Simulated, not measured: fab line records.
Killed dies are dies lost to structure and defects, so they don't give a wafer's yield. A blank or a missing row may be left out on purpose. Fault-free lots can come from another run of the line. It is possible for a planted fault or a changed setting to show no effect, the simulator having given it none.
A lot that was struck, set against a sound lot | flow sky130 | 17 out of 708 route steps
Sound: wafers L172.1, L172.3, L172.4. The struck wafers were L178.1, L178.3, L178.4. At the end, the cause is stated.
Order at every step that has rows: each side's tool, ch and its chambers, its first start. Under that, the readings that differ: sound wafers | struck wafers | difference of the means | sigmas: that difference in standard deviations of wafers without a fault.
alike: a reading whose means differ by less than 2 such deviations, as well as words and numbers matching on both sides. not compared: withheld readings; readings where some wafer has no value; bounds like >300 that might hide an equal value; numbers whose values overlap and for which the record gives no deviation.
The two part at a step that has a row with sigmas, a row that says differs or no value, or rows on one side only. Numbers that don't overlap but have no deviation are shown without sigmas and don't part them. Lack of a reading on every wafer of one side parts them only where that side has two or more wafers.

SKY_LDD_P_OVL_MEAS_08:
  sound on overlay-02 at day 18 21:20; struck on overlay-01 at day 22 03:50
  alike: LDD_P_OVL
then, 1 step without rows for these wafers: SKY_LDD_P_IMPLANT_09.
SKY_LDD_P_STRIP_10: strips in O2/N2.
  sound on plasmaAsher-03 ch 0,1, day 18 21:31; struck on plasmaAsher-03 ch 0,1, day 22 04:01
  alike: drypumpMotorCurrentA, oesProductAu, stripTimeToEndpointS
  not compared: rfHoursCounterH
SKY_LDD_P_TW_MEAS_11:
  sound on filmMetro-02 at day 18 21:37; struck on filmMetro-03 at day 22 04:07
  alike: LDD_P_TW
then, 7 steps without rows for these wafers: SKY_LDD_HVN_DEHYDRATE_00 (time 60 s); SKY_LDD_HVN_HMDS_01 (prime time 60 s); SKY_LDD_HVN_COAT_02 (resist thk 300 nm); SKY_LDD_HVN_SOFTBAKE_03 (time 60 s); SKY_LDD_HVN_EXPOSE_04 (exposes mask HVNTM, target cd 700 nm); SKY_LDD_HVN_PEB_05; SKY_LDD_HVN_DEVELOP_06 (develop time 60 s).
SKY_LDD_HVN_OVL_MEAS_07:
  sound on overlay-02 at day 20 04:40; struck on overlay-01 at day 23 10:33
reading          | sound       | struck        | difference | sigmas
LDD_HVN_OVL (nm) | 2.0 2.1 2.0 | -1.1 0.5 -2.1 | -2.9       | -2
SKY_LDD_HVN_IMPLANT_08:
  sound on implanter-03 ch 0, day 20 04:43; struck on implanter-04 ch 0, day 23 10:35
reading                       | sound                         | struck                           | difference  | sigmas
doseIonsCm2                   | 2.999e+13 2.995e+13 2.998e+13 | 2.0981e+14 2.0982e+14 2.0982e+14 | +1.7984e+14 | +99 or more
endStationPressureTorr (Torr) | 4.99e-06 5.14e-06 4.94e-06    | 5.69e-06 5.91e-06 5.95e-06       | +8.27e-07   | +3
faradayCurrentUA              | 167 170 169                   | 1196 1176 1186                   | +1017       | +99 or more
  alike: beamOnS
SKY_LDD_HVN_STRIP_09: strips in O2/N2.
  sound on plasmaAsher-04 ch 0,1, day 20 04:52; struck on plasmaAsher-01 ch 0,1, day 23 10:44
  alike: drypumpMotorCurrentA, oesProductAu, stripTimeToEndpointS
  not compared: rfHoursCounterH
SKY_LDD_HVN_TW_MEAS_10:
  sound on filmMetro-01 at day 20 04:58; struck on filmMetro-03 at day 23 10:50
reading    | sound          | struck         | difference | sigmas
LDD_HVN_TW | 1431 1428 1434 | 2681 2683 2678 | +1250      | +99 or more
then, 1 step without rows for these wafers: SKY_LDD_HVP_DEHYDRATE_00 (time 60 s).
-- the record jumps here: 24 days lie between the struck wafers' starts before and after (it left off in module LDD_HVP and takes up again in module PAD_OPEN, whose first step shown is number 708 of the route) --
SKY_PAD_OPEN_PROBE_99:
  sound on prober-02 at day 45 15:29; struck on prober-01 at day 47 20:51
reading                             | sound             | struck            | difference | sigmas
model.etest.tip_n_5v.rsOhmSq        | 1369 1372 1380    | 326 324.5 324.8   | -1049      | 
model.etest.nfetG5v0d10v5.rOnOhmUm  | 1926 1912 1899    | 1434 1409 1424    | -490       | 
model.etest.nfetG5v0d10v5.driveUaUm | 597 598.8 607.4   | 744.2 761.1 744.2 | +148.8     | 
model.etest.nfet_05v0_nvt.driveUaUm | 567.4 569.5 579.4 | 636.6 648.6 634.4 | +67.8      | 
model.etest.tip_n_5v.rsOhmSqRange   | 47.1 35.94 41.93  | 6.066 10.22 4.987 | -34.566    | 
model.etest.resNdiffHv.rsOhmSq      | 114.9 114.4 114.8 | 99.1 99.2 99.42   | -15.5      | 
model.etest.nfet_16v.driveUaUm      | 219.1 217.7 222.1 | 233.4 237.1 232.7 | +14.8      | 
model.etest.ring_5v.delayPs         | 45.2 44.93 44.99  | 41.38 40.58 41.07 | -4.03      | 
  alike: killed_at_M0_to_M3, killed_at_M4_up, killedAtContacts, killedAtFrontEnd, killedAtOther, killedDies, killedOpen, killedShort

WHERE THEY PART
Last at SKY_LDD_HVN_TW_MEAS_10 as far as this record goes, first at SKY_LDD_HVN_OVL_MEAS_07. Later steps at which nothing parts them and some readings are alike: SKY_PAD_OPEN_PROBE_99.

WHY: whatever the simulator had introduced
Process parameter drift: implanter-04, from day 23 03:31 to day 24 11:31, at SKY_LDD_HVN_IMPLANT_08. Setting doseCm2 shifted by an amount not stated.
